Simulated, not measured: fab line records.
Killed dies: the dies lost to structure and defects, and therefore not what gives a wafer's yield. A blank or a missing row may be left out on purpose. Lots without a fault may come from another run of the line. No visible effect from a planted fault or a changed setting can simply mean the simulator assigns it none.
Lot-split experiment ; flow gf180mcu ; 23 wafers read across 5 lots, on a route 602 steps long

== SPLIT DETAILS ==
At GF_PSD_COAT_02 (resist thk 1000 nm), the setting spin rpm was moved away from the recipe's 3000 rpm on 5 of the 23 wafers read, by -6.8% to -3.0%. The other wafers ran this setting at the recipe's value.

Reading taken at the split's own step.

== THE READING ==
NOVOLAK_of_PSD_COAT_02.thk nm (the simulator's own value, which no gauge read), in nm, at GF_PSD_COAT_02 (resist thk 1000 nm). There is no usual value for it anywhere in the file. Average 1001.0 nm, standard deviation 2.6 nm, over the 18 wafers here run with the recipe.

wafer;tool, chamber at the split;spin rpm as run, rpm;against the recipe;NOVOLAK_of_PSD_COAT_02.thk nm, nm;against lot-mates on the recipe
L075.1;litho track-01, 0;3000;recipe;1001;-
L075.2;litho track-01, 0;3000;recipe;999.6;-
L075.3;litho track-01, 0;3000;recipe;999.3;-
L075.4;litho track-01, 0;3000;recipe;998.4;-
L075.5;litho track-01, 0;3000;recipe;1000;-
L076.2;litho track-01, 0;3000;recipe;1005;-
L076.3;litho track-01, 0;2911;-3.0%;1017;+14.1
L076.4;litho track-01, 0;3000;recipe;1004;-
L076.5;litho track-01, 0;3000;recipe;999.7;-
L076.6;litho track-01, 0;2911;-3.0%;1016;+13.1
L082.1;litho track-01, 0;3000;recipe;997.6;-
L082.2;litho track-01, 0;3000;recipe;997.2;-
L082.4;litho track-01, 0;3000;recipe;998.7;-
L082.5;litho track-01, 0;3000;recipe;999.1;-
L082.6;litho track-01, 0;3000;recipe;999.7;-
L083.1;litho track-01, 0;2796;-6.8%;1036;+34.0
L083.2;litho track-01, 0;2796;-6.8%;1041;+39.0
L083.3;litho track-01, 0;3000;recipe;1003;-
L083.4;litho track-01, 0;3000;recipe;1001;-
L083.6;litho track-01, 0;2796;-6.8%;1040;+38.0
L084.2;litho track-01, 0;3000;recipe;1006;-
L084.3;litho track-01, 0;3000;recipe;1003;-
L084.5;litho track-01, 0;3000;recipe;1005;-

THE FIT
A straight line over all 23 wafers: NOVOLAK_of_PSD_COAT_02.thk nm changes by -5.56 nm for each +1% of spin rpm; r = -0.98; the points scatter about the line by 2.6 nm.
The same after taking each lot's own level away (the mean of its wafers on the recipe; 23 wafers): -5.37 nm for each +1%; r = -0.99; scatter 1.6 nm.
The reading moves by 37 nm for the largest change in spin rpm, on that fit.
Across the lots, their own levels run from 998.46 to 1004.67 nm, a range of 2.4 times the standard deviation given above.
So the lot-to-lot level changes the slope little: the two slopes agree.
Check: for one of the wafers moved furthest among these (-6.8%), held out of the fit, the line's prediction against its lot-mates is +37.4 nm. It came out at +34 nm against them.

== ADDITIONAL SPLITS CARRIED BY THESE WAFERS ==
Note: prior to the reading, these wafers also went through further splits. Each is held against what the fit with the lots' levels taken away leaves over:
other split on the same wafers;wafers away from the commonest value;r with NOVOLAK_of_PSD_COAT_02.thk nm (lot level and that fit taken away)
GF_POLY_GATE_CVD_00 time s;18;-0.18
GF_POLY_GATE_DEVELOP_09 dev temp c;5;+0.04
GF_POLY_GATE_OXIDATION_16 ox time s;18;-0.01
GF_HV_LDD_DEVELOP_06 develop time s;6;+0.00
GF_HV_LDD_DEVELOP_18 develop time s;6;+0.05
GF_HV_LDD_STRIP_22 o2 flow sccm;11;+0.16
GF_HV_LDD_DEVELOP_45 dev temp c;7;+0.10
GF_HV_LDD_CVD_56 temp c;15;+0.18
GF_NSD_COAT_02 resist thk nm;7;+0.11

== THE FILE'S OWN FIT ==
NOVOLAK_of_PSD_COAT_02.thk nm changes by -5.28 nm for each +1% of spin rpm, r = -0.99.
